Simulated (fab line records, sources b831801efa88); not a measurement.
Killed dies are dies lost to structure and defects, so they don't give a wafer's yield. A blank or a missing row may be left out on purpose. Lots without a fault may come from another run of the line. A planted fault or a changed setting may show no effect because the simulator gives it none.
fab line records | flow sky130
record lots=13 wafers=39 last_day=49
route steps=708 shown METAL3@532 CAPM@538 PAD_OPEN@708
lots that met no fault: from a run of the same line without faults
start_h: hours from the record's first day to the start of the lot's first wafer shown | wait_h: hours since the lot's step before | " the same as in the row above | L1.1+2: a row that stands for several wafers | - no value, or no start given | * or withheld: withheld | < > ~ a bound
route shown NAME@n: a module of which the file shows steps, and the number in the route of the first | usual: mean/standard deviation of fault-free wafers | same: alike in all rows | chamber/n: place in a boat | sites: the reading at each site | _std_site: their standard deviation | _edge_site: outer sites' mean less inner sites' | radius_mm: how far each site lies from the wafer's centre | mask NAME#n: copy n | behind: the tool/chamber that last shaped the wafer | hold: why the lot was held/for how many hours/how that ended | device: the transistor (n, p or np) that didn't switch | end of line: the same wafers' tests at the end of the route | a step without rows: its recipe alone | killed: dies lost to structure and defects at the first sort, not the wafer's yield | map: a wafer's dies, x killed, . not, _ none there
set.NAME: the setting as run; set.NAME@STEP: as run at that earlier step | model.NAME: the simulator's own value behind a step, which no gauge read
steps of the route over a sample of lots; a table a step, a row a wafer
services: from which hour (start_h, from the record's first day; less than 0 if before it) a tool's chamber was out of use, for how many hours, and why
## steps
# step SKY_METAL3_SPUTTER_00
# recipe material=Ti target_thk_nm=15 power_w=3000 time_s=10 chamber_pressure_pa=0.4
# usual cathode_dc_power_W=3000.0/0.58 throttle_valve_pct=30.2/1.2
# same time_s=10
# columns lot.wafer tool chamber start_h wait_h cathode_dc_power_W throttle_valve_pct
L331.1 pvd_sputter-04 - 843.84 0.1 2999.2 28.5
L331.5 " - " " 3000.6 31.7
L331.6 " - " " 2999.8 28.8
L332.3 pvd_sputter-01 - 852.80 0.1 3000.4 30.5
L332.5 " - " " 2999.5 31.2
L332.6 " - " " 2999.9 31.9
L333.1 pvd_sputter-03 - 860.20 0.2 3000.3 29.7
L333.2 " - " " 3000.2 30.3
L333.4 " - " " 2999.8 30.1
L334.1 pvd_sputter-01 - 870.48 0.2 3000.8 31.2
L334.4 " - " " 3000.4 32.0
L334.6 " - " " 3000.1 28.6
L336.2 pvd_sputter-04 - 881.50 0.1 3000.7 31.8
L336.3 " - " " 3000.7 28.7
L336.5 " - " " 2999.3 32.0
L337.1 pvd_sputter-03 - 892.78 0.2 2998.9 30.4
L337.2 " - " " 3001.0 29.7
L337.6 " - " " 2999.7 30.0
L343.2 pvd_sputter-04 - 932.96 0.1 2999.1 28.8
L343.3 " - " " 3001.0 28.4
L343.5 " - " " 3000.6 30.7
L344.1 pvd_sputter-01 - 943.96 0.2 3000.7 32.0
L344.4 " - " " 2999.5 30.7
L344.5 " - " " 2999.1 30.4
L345.2 pvd_sputter-01 - 953.47 0.2 2999.5 30.9
L345.4 " - " " 3000.5 32.0
L345.5 " - " " 3000.4 30.4
L347.3 pvd_sputter-01 - 965.44 0.1 3000.4 31.2
L347.5 " - " " 2999.5 28.9
L347.6 " - " " 3000.2 31.3
L348.2 pvd_sputter-04 - 968.73 0.1 2999.2 30.8
L348.4 " - " " 2999.7 28.6
L348.6 " - " " 3000.0 30.8
L351.4 pvd_sputter-01 - 995.37 0.2 2999.7 28.9
L351.5 " - " " 2999.5 32.0
L351.6 " - " " 2999.5 30.5
L352.3 pvd_sputter-04 - 997.42 0.2 2998.9 28.6
L352.5 " - " " 3000.5 28.1
L352.6 " - " " 3000.5 28.9
# step SKY_CAPM_THK_MEAS_01
# recipe reads=SiO2_of_CAPM_CVD_00
# usual CAPM_CVD_00_THK=15.48/0.23
# columns lot.wafer tool chamber start_h wait_h CAPM_CVD_00_THK[nm]
L331.1 film_metro-01 - 844.01 - 15.16
L331.5 " - " " 15.39
L331.6 " - " " 15.64
L332.3 film_metro-02 - 853.00 - 15.26
L332.5 " - " " 15.47
L332.6 " - " " 15.37
L333.1 film_metro-03 - 860.38 - 15.48
L333.2 " - " " 15.41
L333.4 " - " " 15.76
L334.1 film_metro-02 - 870.65 - 15.61
L334.4 " - " " 15.81
L334.6 " - " " 15.66
L336.2 film_metro-02 - 881.70 - 15.27
L336.3 " - " " 15.56
L336.5 " - " " 15.54
L337.1 film_metro-03 - 892.96 - 15.67
L337.2 " - " " 15.69
L337.6 " - " " 15.90
L343.2 film_metro-03 - 933.15 - 15.39
L343.3 " - " " 15.60
L343.5 " - " " 15.67
L344.1 film_metro-02 - 944.18 - 15.02
L344.4 " - " " 15.52
L344.5 " - " " 15.45
L345.2 film_metro-02 - 953.67 - 15.55
L345.4 " - " " 15.48
L345.5 " - " " 15.78
L347.3 film_metro-02 - 965.63 - 15.35
L347.5 " - " " 15.57
L347.6 " - " " 15.79
L348.2 film_metro-02 - 968.93 - 15.60
L348.4 " - " " 15.70
L348.6 " - " " 15.87
L351.4 film_metro-02 - 995.57 - 15.78
L351.5 " - " " 15.52
L351.6 " - " " 15.85
L352.3 film_metro-01 - 997.61 - 15.24
L352.5 " - " " 15.35
L352.6 " - " " 15.47
# step SKY_CAPM_RS_MEAS_03
# recipe thk_meas_gauge=four-point-probe reads=TiN_of_CAPM_SPUTTER_02
# usual CAPM_TIN_RS=6.93/0.068
# columns lot.wafer tool chamber start_h wait_h CAPM_TIN_RS[ohm/sq]
L331.1 film_metro-02 - 844.18 0.1 6.93
L331.5 " - " " 6.88
L331.6 " - " " 6.89
L332.3 film_metro-02 - 853.19 0.1 6.86
L332.5 " - " " 6.83
L332.6 " - " " 6.91
L333.1 film_metro-01 - 860.55 0.1 6.88
L333.2 " - " " 6.85
L333.4 " - " " 6.85
L334.1 film_metro-03 - 870.82 0.1 7.02
L334.4 " - " " 7.10
L334.6 " - " " 7.08
L336.2 film_metro-03 - 881.88 0.1 7.01
L336.3 " - " " 6.94
L336.5 " - " " 6.91
L337.1 film_metro-01 - 893.13 0.1 6.99
L337.2 " - " " 6.96
L337.6 " - " " 7.01
L343.2 film_metro-02 - 933.33 0.1 6.99
L343.3 " - " " 6.93
L343.5 " - " " 6.96
L344.1 film_metro-02 - 944.35 0.1 6.88
L344.4 " - " " 6.93
L344.5 " - " " 6.87
L345.2 film_metro-01 - 953.85 0.1 6.90
L345.4 " - " " 6.90
L345.5 " - " " 6.84
L347.3 film_metro-01 - 965.82 0.1 7.02
L347.5 " - " " 7.00
L347.6 " - " " 6.99
L348.2 film_metro-01 - 969.11 0.1 6.75
L348.4 " - " " 6.80
L348.6 " - " " 6.83
L351.4 film_metro-01 - 995.77 0.1 6.91
L351.5 " - " " 6.96
L351.6 " - " " 6.91
L352.3 film_metro-03 - 997.80 0.1 6.95
L352.5 " - " " 6.86
L352.6 " - " " 6.93
# step SKY_METAL3_DEVELOP_12
# recipe develop_time_s=60 resist=KrF-thick dev_temp_c=21
# usual developer_temp_C=21.00/0.1
# columns lot.wafer tool chamber start_h wait_h developer_temp_C
L331.1 litho_track-01 0 896 - 20.95
L331.5 " 0 " " 21.10
L331.6 " 0 " " 21.15
L332.3 litho_track-01 0 905 - 20.85
L332.5 " 0 " " 21.02
L332.6 " 0 " " 21.00
L333.1 litho_track-04 0 911 - 21.05
L333.2 " 0 " " 21.07
L333.4 " 0 " " 21.06
L334.1 litho_track-03 0 922 - 21.02
L334.4 " 0 " " 20.99
L334.6 " 0 " " 21.23
L336.2 litho_track-03 0 933 - 21.00
L336.3 " 0 " " 20.98
L336.5 " 0 " " 20.91
L337.1 litho_track-04 0 943 - 20.81
L337.2 " 0 944 - 20.97
L337.6 " 0 " " 20.83
L343.2 litho_track-01 0 980 - 21.09
L343.3 " 0 " " 21.19
L343.5 " 0 " " 21.02
L344.1 litho_track-03 0 991 - 21.66
L344.4 " 0 " " 21.58
L344.5 " 0 " " 21.74
L345.2 litho_track-03 0 1001 - 21.67
L345.4 " 0 " " 21.63
L345.5 " 0 " " 21.57
L347.3 litho_track-03 0 1011 - 21.83
L347.5 " 0 " " 21.70
L347.6 " 0 " " 21.64
L348.2 litho_track-04 0 1016 - 20.90
L348.4 " 0 " " 20.98
L348.6 " 0 " " 21.03
L351.4 litho_track-01 0 1041 - 21.07
L351.5 " 0 " " 21.12
L351.6 " 0 " " 21.19
L352.3 litho_track-01 0 1042 - 20.94
L352.5 " 0 " " 20.96
L352.6 " 0 " " 21.01
# step SKY_PAD_OPEN_PROBE_99
# usual defect_limited_yield=82.7/1.8 killed_at_M0_to_M3=43/6.8 killed_at_M4_up=3.2/1.8 killed_at_contacts=24/5.2 killed_at_front_end=15/4.2 killed_at_other=0.4/0.62 killed_dies=85/8.7 killed_open=46/6.7 killed_short=39/5.9 sort_bin_3_pad_short=0.9/0.41 sort_bin_5_function=10.2/1.5 sort_bin_6_memory=6.3/1.1 sort_n_pass=407/8.7 sort_yield_pct=82.7/1.8
# same gross_dies=492 killed_at_back_side=0 sort_bin_4_leakage[%]=0 sort_bin_8_speed[%]=0
# columns lot.wafer tool chamber start_h wait_h defect_limited_yield[%] killed_at_M0_to_M3 killed_at_M4_up killed_at_contacts killed_at_front_end killed_at_other killed_dies killed_open killed_short sort_bin_3_pad_short[%] sort_bin_5_function[%] sort_bin_6_memory[%] sort_n_pass sort_yield_pct[%]
L337.1 prober-01 - 1112.67 0.1 81.9 40 3 31 15 0 89 54 35 0.6 12.0 5.5 403 81.9
L337.2 prober-01 - 1112.72 0.1 81.9 47 1 28 13 0 89 54 35 0.4 10.4 7.3 403 81.9
L337.6 prober-01 - 1112.92 0.2 81.1 45 4 31 13 0 93 54 39 1.8 11.0 6.1 399 81.1
L343.2 prober-01 - 1139.75 0.1 82.3 47 4 25 11 0 87 41 46 1.0 11.6 5.1 405 82.3
L343.3 prober-01 - 1139.80 0.2 83.3 48 4 23 7 0 82 44 38 0.6 9.3 6.7 410 83.3
L343.5 prober-01 - 1139.90 0.2 84.1 45 0 20 13 0 78 49 29 0.2 9.6 6.1 414 84.1
L347.3 prober-02 - 1164.02 0.2 79.3 56 4 22 20 0 102 57 45 1.4 12.8 6.5 390 79.3
L347.5 prober-02 - 1164.12 0.2 81.5 51 2 14 23 1 91 48 43 1.2 10.4 6.9 401 81.5
L347.6 prober-02 - 1164.17 0.2 84.1 38 4 18 17 1 78 38 40 0.6 10.0 5.3 414 84.1
# killed by level:class
L337.1 CONTACT:geometric_particle:open=13 VIA1:geometric_particle:open=12 CONTACT:geometric_particle:short=7 VIA2:geometric_particle:open=5 VIA3:geometric_particle:open=5 FIELD_ISO:geometric_particle:open=4 POLY_GATE:geometric_particle:open=4 LI_CONTACT:geometric_particle:open=4
L337.2 VIA1:geometric_particle:open=15 CONTACT:geometric_particle:open=15 VIA2:geometric_particle:open=8 CONTACT:geometric_particle:short=7 VIA1:geometric_particle:short=7 METAL1:geometric_particle:short=6 FIELD_ISO:geometric_particle:open=4 POLY_GATE:geometric_particle:short=4
L337.6 CONTACT:geometric_particle:open=9 VIA1:geometric_particle:open=9 VIA2:geometric_particle:open=8 VIA3:geometric_particle:open=7 LI_CONTACT:geometric_particle:open=6 LOCAL_INTERCONNECT:geometric_particle:short=6 LOCAL_INTERCONNECT:geometric_particle:open=5 POLY_GATE:geometric_particle:short=4
L343.2 VIA1:geometric_particle:open=15 VIA3:geometric_particle:short=11 CONTACT:geometric_particle:short=8 CONTACT:geometric_particle:open=8 LI_CONTACT:geometric_particle:open=6 VIA2:geometric_particle:open=5 POLY_GATE:geometric_particle:short=4 VIA1:geometric_particle:short=4
L343.3 VIA1:geometric_particle:open=15 VIA2:geometric_particle:open=7 CONTACT:geometric_particle:open=6 VIA3:geometric_particle:open=6 VIA2:geometric_particle:short=5 LI_CONTACT:geometric_particle:open=5 CONTACT:geometric_particle:short=5 VIA1:geometric_particle:short=5
L343.5 CONTACT:geometric_particle:open=11 VIA2:geometric_particle:open=10 VIA1:geometric_particle:open=10 LI_CONTACT:geometric_particle:open=6 METAL1:geometric_particle:short=6 VIA2:geometric_particle:short=6 FIELD_ISO:geometric_particle:open=4 POLY_GATE:geometric_particle:short=4
L347.3 VIA1:geometric_particle:open=13 VIA3:geometric_particle:open=9 FIELD_ISO:geometric_particle:open=8 CONTACT:geometric_particle:open=8 METAL1:geometric_particle:short=7 METAL2:geometric_particle:open=7 LOCAL_INTERCONNECT:geometric_particle:short=6 VIA1:geometric_particle:short=6
L347.5 VIA1:geometric_particle:open=11 VIA2:geometric_particle:open=8 VIA3:geometric_particle:open=7 FIELD_ISO:geometric_particle:short=6 POLY_GATE:geometric_particle:open=6 METAL1:geometric_particle:short=6 METAL2:geometric_particle:short=6 FIELD_ISO:geometric_particle:open=5
L347.6 VIA1:geometric_particle:short=9 VIA1:geometric_particle:open=9 LOCAL_INTERCONNECT:geometric_particle:short=6 CONTACT:geometric_particle:open=6 VIA2:geometric_particle:open=6 FIELD_ISO:geometric_particle:open=5 FIELD_ISO:geometric_particle:short=5 LI_CONTACT:geometric_particle:open=4
## services
# columns tool chamber start_h hours kind
pvd_sputter-03 - 899.38 11.7 repair
pvd_sputter-01 - 901.16 0.5 repair
pvd_sputter-03 - 974.35 9.4 repair
pvd_sputter-01 - 993.81 0.7 repair
## key
first_sign step=SKY_METAL3_DEVELOP_12 reading=developer_temp_C direction=up sigmas=6.4 usual=* struck=*
effect none on later readings
met_at SKY_METAL3_DEVELOP_12
struck_lots L344,L345,L347
loop_trim step=SKY_METAL3_EXPOSE_10 setting=dose lots=L347
not_acting_at SKY_METAL3_SPUTTER_00,SKY_CAPM_THK_MEAS_01,SKY_CAPM_RS_MEAS_03
onset_between 933 991
fault kind=process_parameter_drift tool=litho_track-03 chamber=- onset_h=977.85 steps=SKY_METAL3_DEVELOP_12 channel=dev_temp_c offset=* shape=step end_h=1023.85 acts_in=* stated=*
# loop_trim: a control loop set the setting to another value than it would have without faults
